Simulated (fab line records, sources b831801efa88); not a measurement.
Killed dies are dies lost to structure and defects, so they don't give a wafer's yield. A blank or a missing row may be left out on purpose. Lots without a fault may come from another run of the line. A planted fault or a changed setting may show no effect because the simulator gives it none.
fab line records | flow gf180mcu | part 1 of 2: steps 1 to 25 of 33
record lots=5 wafers=15 last_day=33
route steps=602 shown V1@336 M2@362
lots that met no fault: from a run of the same line without faults
start_h: hours from the record's first day to the start of the lot's first wafer shown | wait_h: hours since the lot's step before | " the same as in the row above | L1.1+2: a row that stands for several wafers | - no value, or no start given | * or withheld: withheld | < > ~ a bound
route shown NAME@n: a module of which the file shows steps, and the number in the route of the first | usual: mean/standard deviation of fault-free wafers | same: alike in all rows | chamber/n: place in a boat | sites: the reading at each site | _std_site: their standard deviation | _edge_site: outer sites' mean less inner sites' | radius_mm: how far each site lies from the wafer's centre | mask NAME#n: copy n | behind: the tool/chamber that last shaped the wafer | hold: why the lot was held/for how many hours/how that ended | device: the transistor (n, p or np) that didn't switch | end of line: the same wafers' tests at the end of the route | a step without rows: its recipe alone | killed: dies lost to structure and defects at the first sort, not the wafer's yield | map: a wafer's dies, x killed, . not, _ none there
set.NAME: the setting as run; set.NAME@STEP: as run at that earlier step | model.NAME: the simulator's own value behind a step, which no gauge read
lots at some steps of the route; a table a step, a row a wafer
services: from which hour (start_h, from the record's first day; less than 0 if before it) a tool's chamber was out of use, for how many hours, and why
## steps
# step GF_V1_THK_MEAS_01
# recipe reads=SiO2_of_V1_CVD_00
# usual V1_CVD_00_THK=598/6
# columns lot.wafer tool chamber start_h wait_h V1_CVD_00_THK[nm]
L077.1 film_metro-03 - 415.38 0.0 595
L077.2 " - " " 587
L077.4 " - " " 590
L080.4 film_metro-02 - 445.47 0.0 592
L080.5 " - " " 586
L080.6 " - " " 595
L083.2 film_metro-01 - 470.75 0.0 601
L083.3 " - " " 592
L083.5 " - " " 588
L090.1 film_metro-02 - 529.95 0.0 603
L090.2 " - " " 589
L090.6 " - " " 596
L092.1 film_metro-03 - 547.74 0.0 593
L092.4 " - " " 596
L092.6 " - " " 601
# step GF_V1_CVD_02
# recipe material=SiO2 target_thk_nm=850 precursor=TEOS temp_c=400 time_s=94.851 rf_w=600
# usual heater_power_w=663/120
# same time_s=94.851
# columns lot.wafer tool chamber start_h wait_h heater_power_w
L077.1 pecvd-02 1 415.44 0.1 609
L077.2 " 0 " " 659
L077.4 " 1 " " 653
L080.4 pecvd-03 2 445.53 0.1 397
L080.5 " 1 " " 808
L080.6 " 0 " " 776
L083.2 pecvd-03 1 470.80 0.0 690
L083.3 " 2 " " 500
L083.5 " 1 " " 777
L090.1 pecvd-03 2 530.01 0.1 514
L090.2 " 1 " " 735
L090.6 " 1 " " 782
L092.1 pecvd-03 1 547.80 0.1 803
L092.4 " 2 " " 511
L092.6 " 0 " " 620
# step GF_V1_THK_MEAS_03
# recipe reads=SiO2_of_V1_CVD_02
# usual V1_CVD_02_THK=847/9.9
# columns lot.wafer tool chamber start_h wait_h V1_CVD_02_THK[nm]
L077.1 film_metro-01 - 415.50 0.0 846
L077.2 " - " " 839
L077.4 " - " " 852
L080.4 film_metro-03 - 445.60 0.0 850
L080.5 " - " " 857
L080.6 " - " " 869
L083.2 film_metro-03 - 470.88 0.0 835
L083.3 " - " " 835
L083.5 " - " " 855
L090.1 film_metro-02 - 530.08 0.0 828
L090.2 " - " " 838
L090.6 " - " " 849
L092.1 film_metro-02 - 547.87 0.0 837
L092.4 " - " " 848
L092.6 " - " " 851
# step GF_V1_CMP_04
# recipe material=SiO2 down_force_psi=4 platen_rpm=60 pad_velocity_m_s=0.94248
# usual motor_current_A=12.1/0.92 platen_rpm=60.00/0.04 time_to_endpoint_s=79/4.7
# columns lot.wafer tool chamber start_h wait_h motor_current_A platen_rpm time_to_endpoint_s
L077.2 cmp-01 0 415.61 0.1 12.5 60.01 78
L077.4 " 1 " " 10.9 59.94 80
L077.1 " 2 " " 11.9 60.09 78
L080.4 cmp-02 1 445.73 0.1 11.4 60.03 79
L080.6 " 3 " " 12.0 59.99 85
L080.5 " 0 " " 13.5 59.92 84
L083.2 cmp-02 3 471.11 0.2 11.5 60.02 73
L083.3 " 0 " " 13.8 60.05 75
L083.5 " 3 " " 12.2 60.06 79
L090.2 cmp-01 1 530.24 0.1 10.8 60.04 74
L090.1 " 2 " " 11.6 60.01 72
L090.6 " 0 " " 11.8 60.02 81
L092.4 cmp-01 2 548.03 0.1 11.6 60.03 85
L092.1 " 3 " " 12.3 59.91 75
L092.6 " 1 " " 10.9 60.06 84
# step GF_V1_BOW_MEAS_05
# recipe mode=bow
# usual V1_BOW=80/6.9
# columns lot.wafer tool chamber start_h wait_h V1_BOW[um]
L077.1 film_metro-02 - 415.86 0.1 88
L077.2 " - " " 84
L077.4 " - " " 82
L080.4 film_metro-01 - 445.99 0.2 83
L080.5 " - " " 73
L080.6 " - " " 67
L083.2 film_metro-02 - 471.43 0.3 90
L083.3 " - " " 80
L083.5 " - " " 76
L090.1 film_metro-03 - 530.44 0.1 82
L090.2 " - " " 70
L090.6 " - " " 83
L092.1 film_metro-02 - 548.23 0.1 85
L092.4 " - " " 95
L092.6 " - " " 85
# step GF_V1_DEHYDRATE_06
# recipe temp_c=200 time_s=60
# usual exhaust_pa=45.1/0.88 plate_temp_C=200.02/0.17
# same time_s=60
# columns lot.wafer tool chamber start_h wait_h exhaust_pa plate_temp_C
L077.1 litho_track-04 0 427.55 11.7 44.6 200.10
L077.2 " 0 " " 44.7 200.13
L077.4 " 0 " " 45.6 200.13
L080.4 litho_track-01 0 457.44 11.4 45.3 200.43
L080.5 " 0 " " 44.3 199.97
L080.6 " 0 " " 44.4 200.13
L083.2 litho_track-03 0 482.99 11.5 45.0 200.16
L083.3 " 0 " " 45.4 199.97
L083.5 " 0 " " 45.6 199.95
L090.1 litho_track-03 0 541.72 11.3 45.2 199.80
L090.2 " 0 " " 44.7 199.78
L090.6 " 0 " " 43.8 200.06
L092.1 litho_track-01 0 558.87 10.6 45.1 200.09
L092.4 " 0 " " 44.9 200.08
L092.6 " 0 " " 44.3 200.04
# step GF_V1_HMDS_07
# recipe prime_time_s=60 prime_temp_c=120
# usual exhaust_pa=45.0/0.84
# columns lot.wafer tool chamber start_h wait_h exhaust_pa
L077.1 litho_track-04 0 427.70 0.1 44.9
L077.2 " 0 " " 45.6
L077.4 " 0 " " 45.4
L080.4 litho_track-01 0 457.59 0.1 45.6
L080.5 " 0 " " 45.3
L080.6 " 0 " " 45.5
L083.2 litho_track-03 0 483.14 0.1 45.6
L083.3 " 0 " " 45.2
L083.5 " 0 " " 45.4
L090.1 litho_track-03 0 541.87 0.1 44.8
L090.2 " 0 " " 45.4
L090.6 " 0 " " 44.5
L092.1 litho_track-01 0 559.02 0.1 43.7
L092.4 " 0 " " 45.6
L092.6 " 0 " " 45.9
# step GF_V1_COAT_08
# recipe resist=BARC temp_c=withheld time_s=withheld spin_rpm=withheld resist_thk_nm=withheld
# usual exhaust_pa=45.0/0.83
# columns lot.wafer tool chamber start_h wait_h exhaust_pa
L077.1 litho_track-04 0 427.85 0.1 45.8
L077.2 " 0 " " 46.5
L077.4 " 0 " " 45.6
L080.4 litho_track-01 0 457.74 0.1 44.1
L080.5 " 0 " " 44.4
L080.6 " 0 " " 45.2
L083.2 litho_track-03 0 483.29 0.1 45.8
L083.3 " 0 " " 45.6
L083.5 " 0 " " 45.7
L090.1 litho_track-03 0 542.02 0.1 44.4
L090.2 " 0 " " 43.5
L090.6 " 0 " " 44.7
L092.1 litho_track-01 0 559.17 0.1 44.7
L092.4 " 0 " " 46.8
L092.6 " 0 " " 44.2
# step GF_V1_COAT_09
# recipe resist=KrF spin_rpm=withheld resist_thk_nm=1000
# usual exhaust_pa=44.7/0.88
# columns lot.wafer tool chamber start_h wait_h exhaust_pa
L077.1 litho_track-04 0 - - 44.5
L077.2 " 0 " " 44.7
L077.4 " 0 " " 44.1
L080.4 litho_track-01 0 - - 44.5
L080.5 " 0 " " 43.5
L080.6 " 0 " " 45.1
L083.2 litho_track-03 0 - - 44.2
L083.3 " 0 " " 44.1
L083.5 " 0 " " 43.5
L090.1 litho_track-03 0 - - 45.1
L090.2 " 0 " " 45.3
L090.6 " 0 " " 44.2
L092.1 litho_track-01 0 - - 44.8
L092.4 " 0 " " 44.9
L092.6 " 0 " " 45.4
# step GF_V1_SOFTBAKE_10
# recipe temp_c=130 time_s=60 resist=KrF
# usual exhaust_pa=45.0/0.89 plate_temp_C=129.97/0.12
# same time_s=60
# columns lot.wafer tool chamber start_h wait_h exhaust_pa plate_temp_C
L077.1 litho_track-04 0 - - 45.2 129.88
L077.2 " 0 " " 44.7 129.75
L077.4 " 0 " " 44.7 129.86
L080.4 litho_track-01 0 - - 44.8 130.22
L080.5 " 0 " " 46.0 130.06
L080.6 " 0 " " 45.3 130.12
L083.2 litho_track-03 0 - - 44.7 129.94
L083.3 " 0 " " 44.4 129.93
L083.5 " 0 " " 46.3 129.95
L090.1 litho_track-03 0 - - 44.9 129.95
L090.2 " 0 " " 45.9 130.09
L090.6 " 0 " " 46.5 129.95
L092.1 litho_track-01 0 - - 45.1 130.18
L092.4 " 0 " " 44.8 130.13
L092.6 " 0 " " 45.4 130.19
# step GF_V1_EXPOSE_11
# recipe mask_id=Via1 target_cd_nm=260 na=0.68 source_shape=conventional sigma_outer=0.6 dose_mj=38
# columns lot.wafer tool chamber start_h wait_h mask
L077.1+2+4 krf_scanner-02 0 - - Via1#0
L080.4+5+6 krf_scanner-02 0 - - Via1#0
L083.2+3+5 krf_scanner-01 0 - - Via1#0
L090.1+2+6 krf_scanner-02 0 - - Via1#0
L092.1+4+6 krf_scanner-02 0 - - Via1#0
# step GF_V1_PEB_12
# recipe peb_temp_c=135 peb_time_s=90 resist=KrF
# usual exhaust_pa=45.0/0.91 plate_temp_C=134.99/0.13
# columns lot.wafer tool chamber start_h wait_h exhaust_pa plate_temp_C
L077.1 litho_track-03 0 - - 46.2 135.02
L077.2 " 0 " " 43.6 135.13
L077.4 " 0 " " 44.7 135.06
L080.4 litho_track-04 0 - - 44.3 135.15
L080.5 " 0 " " 43.4 135.13
L080.6 " 0 " " 44.4 134.92
L083.2 litho_track-04 0 - - 45.9 135.01
L083.3 " 0 " " 45.7 134.95
L083.5 " 0 " " 45.7 134.99
L090.1 litho_track-03 0 - - 44.2 135.23
L090.2 " 0 " " 45.5 135.00
L090.6 " 0 " " 44.4 135.21
L092.1 litho_track-04 0 - - 44.7 134.84
L092.4 " 0 " " 45.7 134.69
L092.6 " 0 " " 45.3 134.79
# step GF_V1_DEVELOP_13
# recipe develop_time_s=61.4 resist=KrF dev_temp_c=21
# usual exhaust_pa=45.1/0.9
# columns lot.wafer tool chamber start_h wait_h exhaust_pa
L077.1 litho_track-03 0 440.02 0.2 44.9
L077.2 " 0 " " 44.1
L077.4 " 0 " " 44.2
L080.4 litho_track-04 0 470.13 0.1 43.8
L080.5 " 0 " " 45.3
L080.6 " 0 " " 44.8
L083.2 litho_track-04 0 495.78 0.2 45.5
L083.3 " 0 " " 45.6
L083.5 " 0 " " 46.4
L090.1 litho_track-03 0 553.07 0.2 45.7
L090.2 " 0 " " 44.2
L090.6 " 0 " " 45.2
L092.1 litho_track-04 0 570.30 0.2 45.7
L092.4 " 0 " " 45.7
L092.6 " 0 " " 46.3
# step GF_V1_CD_MEAS_14
# recipe target_cd_nm=260
# usual cd_nm=260.1/1.1
# columns lot.wafer tool chamber start_h wait_h cd_nm
L077.1 cd_sem-01 - 440.17 0.1 260.9
L077.2 " - " " 258.4
L077.4 " - " " 259.7
L080.4 cd_sem-02 - 470.26 0.1 261.3
L080.5 " - " " 260.8
L080.6 " - " " 260.8
L083.2 cd_sem-02 - 495.92 0.1 259.8
L083.3 " - " " 259.6
L083.5 " - " " 259.2
L090.1 cd_sem-02 - 553.22 0.1 257.6
L090.2 " - " " 259.4
L090.6 " - " " 258.9
L092.1 cd_sem-02 - 570.45 0.1 259.2
L092.4 " - " " 259.1
L092.6 " - " " 259.1
# step GF_V1_OVL_MEAS_15
# usual V1_OVL=1/5.2
# columns lot.wafer tool chamber start_h wait_h V1_OVL[nm]
L077.1 overlay-02 - 440.29 0.1 2
L077.2 " - " " 7
L077.4 " - " " 9
L080.4 overlay-02 - 470.34 0.1 -9
L080.5 " - " " -5
L080.6 " - " " -2
L083.2 overlay-02 - 496.03 0.1 -5
L083.3 " - " " 0
L083.5 " - " " 4
L090.1 overlay-02 - 553.34 0.1 10
L090.2 " - " " 9
L090.6 " - " " 3
L092.1 overlay-02 - 570.57 0.1 11
L092.4 " - " " 2
L092.6 " - " " 5
# step GF_V1_ETCH_16
# recipe chemistry=N2/H2 target_depth_a=withheld overetch_a=withheld time_s=withheld target=BARC ion_energy_ev=200 source_w=500 bias_w=100 pressure_mtorr=30 n2_flow_sccm=100 h2_flow_sccm=200
# usual drypump_motor_current_A=5.7/0.38 oes_product_au=0.855/0.0049 throttle_valve_pct=13.226/0.0086
# columns lot.wafer tool chamber start_h wait_h drypump_motor_current_A oes_product_au throttle_valve_pct
L077.1 rie_diel-02 1 440.33 0.0 6.3 0.855 13.221
L077.2 " 3 " " 5.2 0.851 13.217
L077.4 " 3 " " 5.3 0.855 13.232
L080.4 rie_diel-02 2 470.36 0.0 5.7 0.862 13.227
L080.5 " 2 " " 5.7 0.862 13.221
L080.6 " 3 " " 5.3 0.850 13.242
L083.2 rie_diel-04 1 496.06 0.0 5.8 0.853 13.227
L083.3 " 2 " " 5.9 0.857 13.226
L083.5 " 3 " " 5.6 0.866 13.214
L090.1 rie_diel-01 0 553.37 0.0 5.8 0.863 13.215
L090.2 " 2 " " 5.1 0.859 13.216
L090.6 " 0 " " 5.7 0.860 13.231
L092.1 rie_diel-02 2 570.60 0.0 5.7 0.862 13.224
L092.4 " 2 " " 5.7 0.863 13.235
L092.6 " 1 " " 6.3 0.857 13.219
# step GF_V1_ETCH_17
# recipe chemistry=C4F8/O2/Ar mask_material=KrF target=SiO2 stop_on=TiN source_w=1500 bias_w=1200 pressure_mtorr=40 c4f8_flow_sccm=withheld O2_flow_sccm=6 Ar_flow_sccm=300 time_s=withheld target_depth_a=6300
# usual oes_product_au=0.857/0.0044
# columns lot.wafer tool chamber start_h wait_h oes_product_au
L077.1 rie_diel-02 1 - - 0.852
L077.2 " 3 " " 0.860
L077.4 " 3 " " 0.849
L080.4 rie_diel-02 2 - - 0.863
L080.5 " 2 " " 0.859
L080.6 " 3 " " 0.860
L083.2 rie_diel-04 1 - - 0.855
L083.3 " 2 " " 0.860
L083.5 " 3 " " 0.852
L090.1 rie_diel-01 0 - - 0.854
L090.2 " 2 " " 0.853
L090.6 " 0 " " 0.861
L092.1 rie_diel-02 2 - - 0.856
L092.4 " 2 " " 0.857
L092.6 " 1 " " 0.857
# step GF_V1_STRIP_18
# recipe chemistry=O2/N2 power_w=1400 pressure_mtorr=1500 platen_temp_c=250 o2_flow_sccm=3000 n2_flow_sccm=300 overash_fraction=0.5
# usual drypump_motor_current_A=5.6/0.4 heater_power_w=334/30 oes_product_au=0.593/0.0048
# columns lot.wafer tool chamber start_h wait_h drypump_motor_current_A heater_power_w oes_product_au rf_hours_counter_h
L077.1 plasma_asher-03 1 440.45 - 6.2 371 0.593 1
L077.2 " 0 " " 5.7 345 0.587 1
L077.4 " 1 " " 6.2 360 0.595 -
L080.4 plasma_asher-01 1 470.52 - 5.6 286 0.588 -
L080.5 " 1 " " 5.6 300 0.600 -
L080.6 " 0 " " 5.2 330 0.589 -
L083.2 plasma_asher-03 0 496.19 - 5.7 342 0.598 7
L083.3 " 1 " " 6.3 363 0.584 -
L083.5 " 1 " " 6.3 382 0.590 -
L090.1 plasma_asher-03 1 553.50 - 6.2 363 0.593 13
L090.2 " 0 " " 5.7 347 0.587 13
L090.6 " 1 " " 6.2 381 0.589 -
L092.1 plasma_asher-01 1 570.73 - 5.6 294 0.590 46
L092.4 " 1 " " 5.6 291 0.595 -
L092.6 " 1 " " 5.6 291 0.599 -
# step GF_V1_STRIP_19
# recipe chemistry=post_etch_residue_remover time_s=1200 temp_c=72.5
# usual bath_guard_temp_C=72.5/0.41
# same time_s=1200
# columns lot.wafer tool chamber start_h wait_h bath_guard_temp_C
L077.1 wet_bench-02 0 440.55 0.1 73.2
L077.2 " 0 " " 73.0
L077.4 " 0 " " 72.9
L080.4 wet_bench-02 2 470.59 0.0 71.9
L080.5 " 2 " " 72.0
L080.6 " 2 " " 71.7
L083.2 wet_bench-01 0 496.29 0.1 72.0
L083.3 " 0 " " 72.5
L083.5 " 0 " " 72.5
L090.1 wet_bench-01 3 553.60 0.1 72.5
L090.2 " 3 " " 72.6
L090.6 " 3 " " 72.6
L092.1 wet_bench-03 0 570.83 0.1 72.3
L092.4 " 0 " " 72.7
L092.6 " 0 " " 72.6
# step GF_V1_CLEAN_20
# recipe chemistry=DIW dry=n2_spin
# columns lot.wafer tool chamber start_h wait_h
L077.1+2+4 wet_bench-03 0 440.90 0.0
L080.4+5+6 wet_bench-03 2 470.99 0.0
L083.2+3+5 wet_bench-02 3 496.66 0.0
L090.1+2+6 wet_bench-03 3 553.98 0.0
L092.1+4+6 wet_bench-01 3 571.21 0.0
# step GF_V1_SPUTTER_21
# recipe material=Ti target_thk_nm=15 chamber_pressure_pa=5 power_w=2500 substrate_temp_c=200 time_s=80.02
# usual chamber_pressure_pa=4.999/0.0094 throttle_valve_pct=29.9/1.1
# same time_s=80.02
# columns lot.wafer tool chamber start_h wait_h chamber_pressure_pa throttle_valve_pct
L077.1 pvd_sputter-01 - 441.00 0.0 5.007 29.9
L077.2 " - " " 5.000 28.1
L077.4 " - " " 5.004 29.9
L080.4 pvd_sputter-02 - 471.08 0.0 5.003 30.7
L080.5 " - " " 5.002 31.1
L080.6 " - " " 5.013 30.0
L083.2 pvd_sputter-03 - 496.84 0.0 4.996 30.4
L083.3 " - " " 4.980 29.0
L083.5 " - " " 4.994 32.9
L090.1 pvd_sputter-02 - 554.07 0.0 5.004 30.6
L090.2 " - " " 5.014 30.0
L090.6 " - " " 4.989 31.1
L092.1 pvd_sputter-02 - 571.31 0.0 5.001 31.0
L092.4 " - " " 5.013 30.3
L092.6 " - " " 4.997 30.6
# step GF_V1_SPUTTER_22
# recipe material=TiN target_thk_nm=10 chamber_pressure_pa=5 power_w=4000 time_s=40
# usual chamber_pressure_pa=5.002/0.0094 throttle_valve_pct=29.9/1.1
# same time_s=40
# columns lot.wafer tool chamber start_h wait_h chamber_pressure_pa throttle_valve_pct
L077.1 pvd_sputter-01 - 441.06 0.0 4.997 29.6
L077.2 " - " " 5.002 27.6
L077.4 " - " " 4.981 29.9
L080.4 pvd_sputter-02 - 471.14 0.0 4.998 30.7
L080.5 " - " " 4.999 31.0
L080.6 " - " " 4.977 29.8
L083.2 pvd_sputter-03 - 496.90 0.0 5.011 30.5
L083.3 " - " " 5.002 28.7
L083.5 " - " " 4.989 32.8
L090.1 pvd_sputter-02 - 554.13 0.0 4.999 30.6
L090.2 " - " " 5.000 29.8
L090.6 " - " " 5.001 31.2
L092.1 pvd_sputter-02 - 571.37 0.0 4.982 30.9
L092.4 " - " " 5.010 30.7
L092.6 " - " " 5.013 30.4
# step GF_V1_CVD_23
# recipe material=W target_thk_nm=350 time_s=105.05 temp_c=400 pressure_torr=40
# usual heater_power_w=855/120
# same time_s=105.05
# columns lot.wafer tool chamber start_h wait_h heater_power_w
L077.1 cvd_w-01 1 441.10 0.0 857
L077.2 " 0 " " 700
L077.4 " 0 " " 697
L080.4 cvd_w-01 0 471.22 0.1 695
L080.5 " 1 " " 871
L080.6 " 0 " " 688
L083.2 cvd_w-01 0 496.94 0.0 679
L083.3 " 0 " " 704
L083.5 " 0 " " 701
L090.1 cvd_w-01 1 554.17 0.0 865
L090.2 " 0 " " 689
L090.6 " 1 " " 860
L092.1 cvd_w-01 1 571.41 0.0 876
L092.4 " 0 " " 698
L092.6 " 1 " " 861
# step GF_V1_RS_MEAS_24
# recipe thk_meas_gauge=four-point-probe reads=W_of_V1_CVD_23+TiN_of_V1_SPUTTER_22+Ti_of_V1_SPUTTER_21
# usual V1_W_RS=0.330/0.003
# columns lot.wafer tool chamber start_h wait_h V1_W_RS[ohm/sq]
L077.1 film_metro-03 - 441.21 0.1 0.329
L077.2 " - " " 0.327
L077.4 " - " " 0.330
L080.4 film_metro-01 - 471.36 0.1 0.332
L080.5 " - " " 0.330
L080.6 " - " " 0.330
L083.2 film_metro-03 - 497.07 0.1 0.331
L083.3 " - " " 0.335
L083.5 " - " " 0.331
L090.1 film_metro-01 - 554.28 0.1 0.326
L090.2 " - " " 0.324
L090.6 " - " " 0.326
L092.1 film_metro-02 - 571.52 0.1 0.328
L092.4 " - " " 0.334
L092.6 " - " " 0.328
# step GF_V1_THK_MEAS_25
# recipe thk_meas_gauge=xrf reads=W_of_V1_CVD_23
# usual V1_W_THK=353/5
# columns lot.wafer tool chamber start_h wait_h V1_W_THK[nm]
L077.1 film_metro-03 - 441.33 0.1 361
L077.2 " - " " 361
L077.4 " - " " 354
L080.4 film_metro-01 - 471.45 0.1 354
L080.5 " - " " 353
L080.6 " - " " 356
L083.2 film_metro-03 - 497.18 0.1 356
L083.3 " - " " 352
L083.5 " - " " 356
L090.1 film_metro-01 - 554.40 0.1 355
L090.2 " - " " 358
L090.6 " - " " 355
L092.1 film_metro-02 - 571.64 0.1 350
L092.4 " - " " 342
L092.6 " - " " 349
